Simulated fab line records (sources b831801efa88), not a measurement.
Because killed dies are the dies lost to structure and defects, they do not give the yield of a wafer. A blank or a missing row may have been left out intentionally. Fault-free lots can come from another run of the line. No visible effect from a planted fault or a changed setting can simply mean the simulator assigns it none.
Which tool was responsible? / flow sky130 / 27 wafers from 9 lots sampled at 2 of the route's 708 steps

WHAT THE GAUGES SHOWED, per wafer
SKY_VT_ADJUST_NCORE_TW_MEAS_11.
lot=L465; measured=day 8 13:43; on=film-metro-04; VT_ADJUST_NCORE_TW=224.3 224.1 222.9
lot=L466; measured=day 8 15:34; on=film-metro-02; VT_ADJUST_NCORE_TW=217.4 216.9 218.1
lot=L467; measured=day 9 06:06; on=film-metro-03; VT_ADJUST_NCORE_TW=218.0 218.8 218.3
lot=L475; measured=day 11 13:08; on=film-metro-04; VT_ADJUST_NCORE_TW=208.6 207.4 207.6
lot=L477; measured=day 12 06:35; on=film-metro-02; VT_ADJUST_NCORE_TW=203.8 204.2 204.0
lot=L479; measured=day 12 12:23; on=film-metro-03; VT_ADJUST_NCORE_TW=217.2 217.9 217.0
lot=L480; measured=day 13 03:51; on=film-metro-03; VT_ADJUST_NCORE_TW=217.6 218.1 217.7
lot=L487; measured=day 15 00:02; on=film-metro-03; VT_ADJUST_NCORE_TW=217.6 217.3 217.3
lot=L488; measured=day 15 16:52; on=film-metro-02; VT_ADJUST_NCORE_TW=215.2 215.7 215.4

TOOL THAT RAN EACH LOT (tool first, then ch and the chambers of the sampled wafers, then the start)
lot=L465; SKY_VT_ADJUST_NCORE_IMPLANT_09=implanter-04 ch 0, day 8 13:30
lot=L466; SKY_VT_ADJUST_NCORE_IMPLANT_09=implanter-04 ch 0, day 8 15:19
lot=L467; SKY_VT_ADJUST_NCORE_IMPLANT_09=implanter-03 ch 0, day 9 05:51
lot=L475; SKY_VT_ADJUST_NCORE_IMPLANT_09=implanter-03 ch 0, day 11 12:53
lot=L477; SKY_VT_ADJUST_NCORE_IMPLANT_09=implanter-03 ch 0, day 12 06:23
lot=L479; SKY_VT_ADJUST_NCORE_IMPLANT_09=implanter-02 ch 0, day 12 12:10
lot=L480; SKY_VT_ADJUST_NCORE_IMPLANT_09=implanter-02 ch 0, day 13 03:37
lot=L487; SKY_VT_ADJUST_NCORE_IMPLANT_09=implanter-02 ch 0, day 14 23:47
lot=L488; SKY_VT_ADJUST_NCORE_IMPLANT_09=implanter-03 ch 0, day 15 16:37
- SKY_VT_ADJUST_NCORE_IMPLANT_09

THE ANSWER, worked out from the rows above alone
Rule: usual is defined by the lots themselves. Put in order of their means at a reading, lots are off if they are a third of the lots or fewer, leave a main group of 4 or more, and stand apart from it by a gap of 3 or more times the standard deviation of the main group's means; of several such gaps the widest counts. A main group whose means are all the same, to the digits that the tables above print for the reading, isn't used. Also off: a lot with no number at a reading for which 4 or more lots have one. Where the step has rows for the other lots, those lots are counted as sound.
Off: L475, L477, at SKY_VT_ADJUST_NCORE_TW_MEAS_11 (VT_ADJUST_NCORE_TW). For the main group the mean is 218.2 and the standard deviation 2.4.
If a tool, at a process step before that reading, ran all the lots that are off and no sound lot after the first of them, it fits. Those tools and the gauges at SKY_VT_ADJUST_NCORE_TW_MEAS_11 are tried in the same way. Of those tried, none fits.

WHAT THE SIMULATOR PUT IN
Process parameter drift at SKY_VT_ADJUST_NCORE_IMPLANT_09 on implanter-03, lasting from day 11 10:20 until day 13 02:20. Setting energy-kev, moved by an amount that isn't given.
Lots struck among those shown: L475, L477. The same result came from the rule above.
